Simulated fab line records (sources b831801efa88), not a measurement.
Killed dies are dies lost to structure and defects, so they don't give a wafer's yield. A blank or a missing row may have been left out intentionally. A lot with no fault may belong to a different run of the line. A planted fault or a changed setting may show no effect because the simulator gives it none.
fab line records ; flow sky130
record: lots: 6; wafers: 18; lastDay: 50
route steps=708 shown VT_ADJUST_HVTP@87 VT_ADJUST_LVTN@97 PAD_OPEN@708
lots untouched by any fault: they come from a run of this same line in which no faults occurred
startH: hours from the record's first day to the start of the lot's first wafer shown ; waitH: hours since the lot's step before ; " repeats the value in the row above ; L1.1+2: a single row standing in for several wafers ; - either no value or no given start ; * or withheld: withheld ; < > ~ a bound
route shown NAME@n: names a module that has steps shown in the file, with the first one's number in the route ; usual: mean/standard deviation of fault-free wafers ; same: alike in all rows ; chamber/n: place in a boat ; sites: each site's reading ; _std_site: the standard deviation of these ; _edge_site: outer sites' mean less inner sites' ; radiusMm: for every site, how far away it sits from the centre of the wafer ; mask NAME#n: copy n ; behind: the most recent tool/chamber to have shaped the wafer ; hold: the reason the lot was held/the length of the hold in hours/how it ended ; device: which transistor (n, p or np) failed to switch ; end of line: tests run on the same wafers once the route is complete ; where a step has no rows: the recipe by itself ; killed: at the first sort, the dies lost to defects and structure; wafer yield is something else ; map: shows each die of a wafer: x if killed, . if not, _ if none is there
set.NAME: the setting that was run; set.NAME@STEP: the one run at that earlier step ; model.NAME: the simulator's own value behind a step, which no gauge read
a table for each step, a row for each wafer; lots at some steps of the route
services: when a tool's chamber went out of use (startH, in hours from the record's first day, below 0 if earlier), for how many hours, and the reason
== steps ==
step: SKY_VT_ADJUST_HVTP_COAT_02
recipe: resist: NOVOLAK; spinRpm: 3000; resistThkNm: 1140
step: SKY_VT_ADJUST_HVTP_SOFTBAKE_03
recipe: tempC: 90; timeS: 60; resist: NOVOLAK
step: SKY_VT_ADJUST_HVTP_EXPOSE_04
recipe: maskId: HVTPM; na: 0.6; sourceShape: conventional; sigmaOuter: 0.6; polarization: unpolarized; targetCdNm: 380; doseMj: 140
step: SKY_VT_ADJUST_HVTP_PEB_05
recipe: tempC: withheld; timeS: *; resist: NOVOLAK
step: SKY_VT_ADJUST_HVTP_DEVELOP_06
recipe: resist: NOVOLAK; developer: TMAH; developTimeS: 60; devTempC: 23
step: SKY_VT_ADJUST_HVTP_CD_MEAS_07
recipe: targetCdNm: 380
usual: cdNm: 381/3.1
lot.wafer;tool;chamber;startH;waitH;cdNm
L370.2;cdSem-02;-;160.43;0.1;381
L370.3;cdSem-02;-;160.43;0.1;378
L370.5;cdSem-02;-;160.43;0.1;384
L376.3;cdSem-02;-;194.16;0.1;384
L376.4;cdSem-02;-;194.16;0.1;382
L376.6;cdSem-02;-;194.16;0.1;383
L380.1;cdSem-01;-;226.07;0.1;381
L380.2;cdSem-01;-;226.07;0.1;382
L380.3;cdSem-01;-;226.07;0.1;381
L384.2;cdSem-02;-;249.04;0.1;378
L384.4;cdSem-02;-;249.04;0.1;379
L384.6;cdSem-02;-;249.04;0.1;375
L385.1;cdSem-02;-;263.72;0.1;382
L385.3;cdSem-02;-;263.72;0.1;379
L385.4;cdSem-02;-;263.72;0.1;382
L386.1;cdSem-01;-;272.87;0.1;385
L386.4;cdSem-01;-;272.87;0.1;386
L386.5;cdSem-01;-;272.87;0.1;384
step: SKY_VT_ADJUST_HVTP_OVL_MEAS_08
usual: VT_ADJUST_HVTP_OVL: -0.5/1.4
lot.wafer;tool;chamber;startH;waitH;VT_ADJUST_HVTP_OVL[nm]
L370.2;overlay-01;-;160.53;0.1;-3.2
L370.3;overlay-01;-;160.53;0.1;-0.1
L370.5;overlay-01;-;160.53;0.1;-2.5
L376.3;overlay-01;-;194.25;0.1;2.2
L376.4;overlay-01;-;194.25;0.1;-0.4
L376.6;overlay-01;-;194.25;0.1;0.3
L380.1;overlay-01;-;226.19;0.1;1.5
L380.2;overlay-01;-;226.19;0.1;0.3
L380.3;overlay-01;-;226.19;0.1;0.6
L384.2;overlay-01;-;249.15;0.1;-0.7
L384.4;overlay-01;-;249.15;0.1;0.0
L384.6;overlay-01;-;249.15;0.1;-0.8
L385.1;overlay-02;-;263.84;0.1;-1.5
L385.3;overlay-02;-;263.84;0.1;-2.3
L385.4;overlay-02;-;263.84;0.1;-3.7
L386.1;overlay-01;-;272.99;0.1;1.7
L386.4;overlay-01;-;272.99;0.1;0.4
L386.5;overlay-01;-;272.99;0.1;-0.5
step: SKY_VT_ADJUST_HVTP_IMPLANT_09
recipe: species: As; energyKev: 150; doseCm2: 4.3e+12; tiltDeg: withheld
step: SKY_VT_ADJUST_HVTP_STRIP_10
recipe: chemistry: O2/N2; powerW: 1400; pressureMtorr: 1500; platenTempC: withheld; o2FlowSccm: 3000; n2FlowSccm: 300; overashFraction: 0.5
usual: drypumpMotorCurrentA: 5.52/0.19; oesProductAu: 0.716/0.0044; stripTimeToEndpointS: 14.17/0.036
lot.wafer;tool;chamber;startH;waitH;drypumpMotorCurrentA;oesProductAu;rfHoursCounterH;stripTimeToEndpointS
L370.2;plasmaAsher-02;0;160.71;0.1;5.31;0.715;49;14.16
L370.3;plasmaAsher-02;1;160.71;0.1;5.67;0.718;-;14.18
L370.5;plasmaAsher-02;0;160.71;0.1;5.33;0.720;-;14.19
L376.3;plasmaAsher-03;0;194.46;0.1;5.58;0.721;-;14.07
L376.4;plasmaAsher-03;1;194.46;0.1;5.72;0.719;-;14.15
L376.6;plasmaAsher-03;0;194.46;0.1;5.59;0.713;-;14.18
L380.1;plasmaAsher-04;0;226.38;0.1;5.53;0.710;11;14.20
L380.2;plasmaAsher-04;1;226.38;0.1;5.20;0.718;11;14.20
L380.3;plasmaAsher-04;0;226.38;0.1;5.60;0.727;-;14.15
L384.2;plasmaAsher-03;1;249.33;0.1;5.72;0.718;54;14.15
L384.4;plasmaAsher-03;0;249.33;0.1;5.57;0.702;-;14.14
L384.6;plasmaAsher-03;1;249.33;0.1;5.71;0.713;-;14.16
L385.1;plasmaAsher-02;0;264.03;0.1;5.34;0.715;59;14.14
L385.3;plasmaAsher-02;0;264.03;0.1;5.35;0.719;-;14.17
L385.4;plasmaAsher-02;1;264.03;0.1;5.66;0.711;-;14.16
L386.1;plasmaAsher-03;0;273.18;0.1;5.58;0.710;57;14.18
L386.4;plasmaAsher-03;1;273.18;0.1;5.74;0.717;-;14.19
L386.5;plasmaAsher-03;1;273.18;0.1;5.74;0.717;-;14.20
step: SKY_VT_ADJUST_HVTP_TW_MEAS_11
usual: VT_ADJUST_HVTP_TW: 1358/18
lot.wafer;tool;chamber;startH;waitH;VT_ADJUST_HVTP_TW
L370.2;filmMetro-02;-;160.82;0.1;1333
L370.3;filmMetro-02;-;160.82;0.1;1342
L370.5;filmMetro-02;-;160.82;0.1;1348
L376.3;filmMetro-04;-;194.55;0.1;1347
L376.4;filmMetro-04;-;194.55;0.1;1346
L376.6;filmMetro-04;-;194.55;0.1;1341
L380.1;filmMetro-01;-;226.48;0.1;1378
L380.2;filmMetro-01;-;226.48;0.1;1372
L380.3;filmMetro-01;-;226.48;0.1;1377
L384.2;filmMetro-02;-;249.44;0.1;1339
L384.4;filmMetro-02;-;249.44;0.1;1351
L384.6;filmMetro-02;-;249.44;0.1;1337
L385.1;filmMetro-01;-;264.13;0.1;1369
L385.3;filmMetro-01;-;264.13;0.1;1373
L385.4;filmMetro-01;-;264.13;0.1;1369
L386.1;filmMetro-01;-;273.28;0.1;1374
L386.4;filmMetro-01;-;273.28;0.1;1368
L386.5;filmMetro-01;-;273.28;0.1;1371
step: SKY_VT_ADJUST_LVTN_DEHYDRATE_00
recipe: tempC: 200; timeS: 60
step: SKY_VT_ADJUST_LVTN_HMDS_01
recipe: primeTimeS: 60; primeTempC: 120
step: SKY_VT_ADJUST_LVTN_COAT_02
recipe: spinRpm: 2000; resistThkNm: 3000
usual: spinSpeedRpm: 2000.1/1.4
lot.wafer;tool;chamber;startH;waitH;spinSpeedRpm;model.coat_of_VT_ADJUST_LVTN_COAT_02.thkNm
L370.2;lithoTrack-03;0;170.36;0.1;1998.7;3010
L370.3;lithoTrack-03;0;170.36;0.1;1998.7;3008
L370.5;lithoTrack-03;0;170.36;0.1;1999.8;2999
L376.3;lithoTrack-01;0;205.17;0.1;1999.4;2986
L376.4;lithoTrack-01;0;205.17;0.1;2000.3;3003
L376.6;lithoTrack-01;0;205.17;0.1;1998.0;2995
L380.1;lithoTrack-02;0;236.97;0.1;2002.0;2992
L380.2;lithoTrack-02;0;236.97;0.1;1999.3;2994
L380.3;lithoTrack-02;0;236.97;0.1;2000.5;3000
L384.2;lithoTrack-01;0;261.00;0.1;1853.6;3126
L384.4;lithoTrack-01;0;261.00;0.1;1856.7;3116
L384.6;lithoTrack-01;0;261.00;0.1;1855.0;3126
L385.1;lithoTrack-01;0;276.77;0.1;1857.0;3119
L385.3;lithoTrack-01;0;276.77;0.1;1856.9;3131
L385.4;lithoTrack-01;0;276.77;0.1;1856.1;3118
L386.1;lithoTrack-02;0;285.72;0.1;2001.0;3004
L386.4;lithoTrack-02;0;285.72;0.1;1999.8;2994
L386.5;lithoTrack-02;0;285.72;0.1;2000.7;3004
step: SKY_VT_ADJUST_LVTN_SOFTBAKE_03
recipe: tempC: 110; timeS: withheld
step: SKY_VT_ADJUST_LVTN_EXPOSE_04
recipe: maskId: NWM_COMPLEMENT_LESS_NATIVE; na: 0.6; sourceShape: conventional; sigmaOuter: 0.6; polarization: unpolarized; targetCdNm: 840; doseMj: 194
step: SKY_VT_ADJUST_LVTN_PEB_05
recipe: tempC: 115; timeS: withheld
step: SKY_VT_ADJUST_LVTN_DEVELOP_06
recipe: wallAngleDeg: 90; developer: TMAH; developTimeS: 60; devTempC: 23
lot.wafer;tool;chamber;startH;waitH;model.coat_of_VT_ADJUST_LVTN_COAT_02.thkNm
L370.2;lithoTrack-03;0;-;-;3006
L370.3;lithoTrack-03;0;-;-;3004
L370.5;lithoTrack-03;0;-;-;2995
L376.3;lithoTrack-01;0;-;-;2982
L376.4;lithoTrack-01;0;-;-;2999
L376.6;lithoTrack-01;0;-;-;2991
L380.1;lithoTrack-03;0;-;-;2988
L380.2;lithoTrack-03;0;-;-;2989
L380.3;lithoTrack-03;0;-;-;2996
L384.2+6;lithoTrack-01;0;-;-;3122
L384.4;lithoTrack-01;0;-;-;3112
L385.1;lithoTrack-02;0;-;-;3115
L385.3;lithoTrack-02;0;-;-;3127
L385.4;lithoTrack-02;0;-;-;3114
L386.1+5;lithoTrack-01;0;-;-;3000
L386.4;lithoTrack-01;0;-;-;2990
step: SKY_VT_ADJUST_LVTN_OVL_MEAS_07
usual: VT_ADJUST_LVTN_OVL: 2.0/1.4
lot.wafer;tool;chamber;startH;waitH;VT_ADJUST_LVTN_OVL[nm]
L370.2;overlay-01;-;181.39;-;0.8
L370.3;overlay-01;-;181.39;-;1.1
L370.5;overlay-01;-;181.39;-;2.2
L376.3;overlay-01;-;215.58;-;3.4
L376.4;overlay-01;-;215.58;-;2.6
L376.6;overlay-01;-;215.58;-;1.9
L380.1;overlay-02;-;249.58;-;1.9
L380.2;overlay-02;-;249.58;-;1.1
L380.3;overlay-02;-;249.58;-;-0.2
L384.2;overlay-01;-;273.78;-;3.6
L384.4;overlay-01;-;273.78;-;3.1
L384.6;overlay-01;-;273.78;-;2.5
L385.1;overlay-01;-;289.57;-;2.2
L385.3;overlay-01;-;289.57;-;2.2
L385.4;overlay-01;-;289.57;-;4.2
L386.1;overlay-02;-;299.42;-;1.0
L386.4;overlay-02;-;299.42;-;2.4
L386.5;overlay-02;-;299.42;-;2.5
step: SKY_VT_ADJUST_LVTN_IMPLANT_08
recipe: species: B; energyKev: 30; doseCm2: 1.57e+12; tiltDeg: withheld
step: SKY_VT_ADJUST_LVTN_STRIP_09
recipe: chemistry: O2/N2; powerW: 1400; pressureMtorr: 1500; platenTempC: withheld; o2FlowSccm: 3000; n2FlowSccm: 300; overashFraction: 0.5
usual: drypumpMotorCurrentA: 5.7/0.5; oesProductAu: 0.722/0.0048; stripTimeToEndpointS: 36.91/0.1
lot.wafer;tool;chamber;startH;waitH;drypumpMotorCurrentA;oesProductAu;rfHoursCounterH;stripTimeToEndpointS
L370.2;plasmaAsher-04;1;181.57;0.1;5.2;0.723;7;37.04
L370.3;plasmaAsher-04;0;181.57;0.1;5.6;0.723;-;37.00
L370.5;plasmaAsher-04;1;181.57;0.1;5.2;0.732;-;36.90
L376.3;plasmaAsher-02;0;215.79;0.1;5.3;0.718;-;36.73
L376.4;plasmaAsher-02;1;215.79;0.1;5.7;0.727;-;36.95
L376.6;plasmaAsher-02;0;215.79;0.1;5.4;0.732;-;36.85
L380.1;plasmaAsher-02;0;249.77;0.1;5.3;0.729;58;36.81
L380.2;plasmaAsher-02;1;249.77;0.1;5.7;0.721;58;36.83
L380.3;plasmaAsher-02;1;249.77;0.1;5.7;0.719;-;36.92
L384.2;plasmaAsher-01;0;273.96;0.1;6.4;0.731;45;38.36
L384.4;plasmaAsher-01;0;273.96;0.1;6.5;0.724;-;38.25
L384.6;plasmaAsher-01;0;273.96;0.1;6.5;0.716;-;38.37
L385.1;plasmaAsher-01;1;289.76;0.1;6.6;0.726;47;38.29
L385.3;plasmaAsher-01;0;289.76;0.1;6.5;0.725;-;38.43
L385.4;plasmaAsher-01;1;289.76;0.1;6.6;0.720;-;38.25
L386.1;plasmaAsher-02;0;299.61;0.1;5.3;0.732;62;36.97
L386.4;plasmaAsher-02;1;299.61;0.1;5.7;0.730;-;36.85
L386.5;plasmaAsher-02;1;299.61;0.1;5.7;0.721;-;36.97
step: SKY_VT_ADJUST_LVTN_TW_MEAS_10
usual: VT_ADJUST_LVTN_TW: 241.3/2.3
lot.wafer;tool;chamber;startH;waitH;VT_ADJUST_LVTN_TW
L370.2;filmMetro-03;-;181.68;0.1;241.7
L370.3;filmMetro-03;-;181.68;0.1;240.7
L370.5;filmMetro-03;-;181.68;0.1;241.0
L376.3;filmMetro-02;-;215.88;0.1;238.3
L376.4;filmMetro-02;-;215.88;0.1;238.5
L376.6;filmMetro-02;-;215.88;0.1;238.8
L380.1;filmMetro-02;-;249.87;0.1;239.2
L380.2;filmMetro-02;-;249.87;0.1;239.5
L380.3;filmMetro-02;-;249.87;0.1;238.5
L384.2;filmMetro-03;-;274.07;0.1;241.2
L384.4;filmMetro-03;-;274.07;0.1;239.8
L384.6;filmMetro-03;-;274.07;0.1;240.8
L385.1;filmMetro-01;-;289.86;0.1;245.1
L385.3;filmMetro-01;-;289.86;0.1;245.1
L385.4;filmMetro-01;-;289.86;0.1;243.4
L386.1;filmMetro-01;-;299.71;0.1;245.5
L386.4;filmMetro-01;-;299.71;0.1;245.4
L386.5;filmMetro-01;-;299.71;0.1;243.4
step: SKY_PAD_OPEN_PROBE_99
usual: killed_at_M0_to_M3: 45/6.8; killed_at_M4_up: 3.2/1.6; killedAtContacts: 24/5.1; killedAtFrontEnd: 14/4.4; killedAtOther: 0.4/0.65; killedDies: 87/8.8; killedOnRim: 17/3.6; killedOpen: 47/7.2; killedShort: 39/6.1
same: grossDies: 492; killedAtBackSide: 0
lot.wafer;tool;chamber;startH;waitH;killed_at_M0_to_M3;killed_at_M4_up;killedAtContacts;killedAtFrontEnd;killedAtOther;killedDies;killedOnRim;killedOpen;killedShort
L376.3;prober-01;-;1143.51;0.2;44;3;27;19;0;93;21;45;47
L376.4;prober-01;-;1143.56;0.2;51;3;20;20;1;95;21;55;40
L376.6;prober-01;-;1143.66;0.2;54;3;24;8;0;89;17;50;38
L380.1;prober-02;-;1169.99;0.1;44;6;20;12;0;82;17;43;39
L380.2;prober-02;-;1170.04;0.1;37;6;22;16;0;81;17;46;35
L380.3;prober-02;-;1170.09;0.2;40;2;25;13;0;80;20;35;45
L386.1;prober-02;-;1201.32;0.1;43;2;21;18;3;87;19;54;33
L386.4;prober-02;-;1201.47;0.2;42;3;21;11;0;77;10;45;32
L386.5;prober-02;-;1201.52;0.2;34;5;19;15;0;73;12;42;31
killed by level:class
L376.3 VIA1:geometricParticle:open=12 CONTACT:geometricParticle:open=10 POLY_GATE:geometricParticle:open=7 CONTACT:geometricParticle:short=6 VIA3:geometricParticle:open=6 POLY_GATE:geometricParticle:short=5 METAL2:geometricParticle:short=5 FIELD_ISO:geometricParticle:short=4
L376.4 VIA1:geometricParticle:open=12 METAL2:geometricParticle:short=9 FIELD_ISO:geometricParticle:open=8 VIA3:geometricParticle:open=8 METAL1:geometricParticle:short=7 LI_CONTACT:geometricParticle:open=6 CONTACT:geometricParticle:open=6 VIA2:geometricParticle:open=6
L376.6 VIA2:geometricParticle:open=14 VIA1:geometricParticle:open=11 VIA1:geometricParticle:short=9 CONTACT:geometricParticle:open=8 LOCAL_INTERCONNECT:geometricParticle:short=7 LI_CONTACT:geometricParticle:open=6 VIA3:geometricParticle:open=5 POLY_GATE:geometricParticle:short=4
L380.1 CONTACT:geometricParticle:open=11 VIA3:geometricParticle:open=9 VIA1:geometricParticle:open=8 METAL1:geometricParticle:short=5 FIELD_ISO:geometricParticle:open=4 FIELD_ISO:geometricParticle:short=4 CONTACT:geometricParticle:short=4 VIA1:geometricParticle:short=4
L380.2 VIA1:geometricParticle:open=12 LI_CONTACT:geometricParticle:open=7 CONTACT:geometricParticle:open=7 METAL1:geometricParticle:short=6 VIA1:geometricParticle:short=5 METAL4:geometricParticle:short=5 POLY_GATE:geometricParticle:open=4 LOCAL_INTERCONNECT:geometricParticle:short=4
L380.3 CONTACT:geometricParticle:open=8 METAL1:geometricParticle:short=8 VIA1:geometricParticle:open=7 METAL2:geometricParticle:short=7 LI_CONTACT:geometricParticle:open=6 FIELD_ISO:geometricParticle:short=5 FIELD_ISO:geometricParticle:open=4 CONTACT:geometricParticle:short=4
L386.1 CONTACT:geometricParticle:open=14 VIA2:geometricParticle:open=11 VIA1:geometricParticle:open=9 POLY_GATE:geometricParticle:short=7 VIA1:geometricParticle:short=6 VIA3:geometricParticle:open=5 FIELD_ISO:geometricParticle:open=4 POLY_GATE:geometricParticle:open=3
L386.4 VIA1:geometricParticle:open=11 LI_CONTACT:geometricParticle:open=8 VIA2:geometricParticle:open=8 CONTACT:geometricParticle:open=6 CONTACT:geometricParticle:short=4 VIA1:geometricParticle:short=4 VIA2:geometricParticle:short=4 POLY_GATE:geometricParticle:short=3
L386.5 VIA2:geometricParticle:open=9 CONTACT:geometricParticle:open=7 LI_CONTACT:geometricParticle:open=6 POLY_GATE:geometricParticle:open=5 VIA1:geometricParticle:open=5 VIA3:geometricParticle:open=5 METAL4:geometricParticle:short=5 METAL1:geometricParticle:short=4
== services ==
tool;chamber;startH;hours;kind
plasmaAsher-02;-;179.01;2.8;pm
plasmaAsher-01;-;190.71;1.3;repair
plasmaAsher-02;-;231.53;0.8;repair
lithoTrack-01;-;263.11;-;consumableReplace:filter
plasmaAsher-04;-;264.16;5.2;repair
== key ==
firstSign: step: SKY_VT_ADJUST_LVTN_COAT_02; reading: spinSpeedRpm; direction: down; sigmas: 99+; usual: 2000.1; struck: 1855.9
effect: step: SKY_VT_ADJUST_LVTN_STRIP_09; reading: stripTimeToEndpointS; direction: up; sigmas: 14; usual: *; struck: *
modelEffect: step: SKY_VT_ADJUST_LVTN_COAT_02; value: coat_of_VT_ADJUST_LVTN_COAT_02.thkNm; without: 3008; struck: 3123
modelEffect: step: SKY_VT_ADJUST_LVTN_DEVELOP_06; value: coat_of_VT_ADJUST_LVTN_COAT_02.thkNm; without: 3004; struck: 3119
metAt SKY_VT_ADJUST_LVTN_COAT_02
struckWafers L384.2,L384.4,L384.6,L385.1,L385.3,L385.4
testerLeftOut L384,L385
onsetBetween 205.17 261.00
fault: kind: processParameterDrift; tool: lithoTrack-01; chamber: -; onsetH: 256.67; steps: SKY_VT_ADJUST_LVTN_COAT_02; channel: spinRpm; offset: -144.39; shape: step; endH: 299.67; actsIn: theseRecipesOnly; stated: 2000
testerLeftOut: of these lots the tester's yield and bins aren't shown, on N5 and GAA mostly nor the transistor test; their killed dies are dies lost to structure and defects alone, not to doping, threshold or leakage, so they don't give the yield
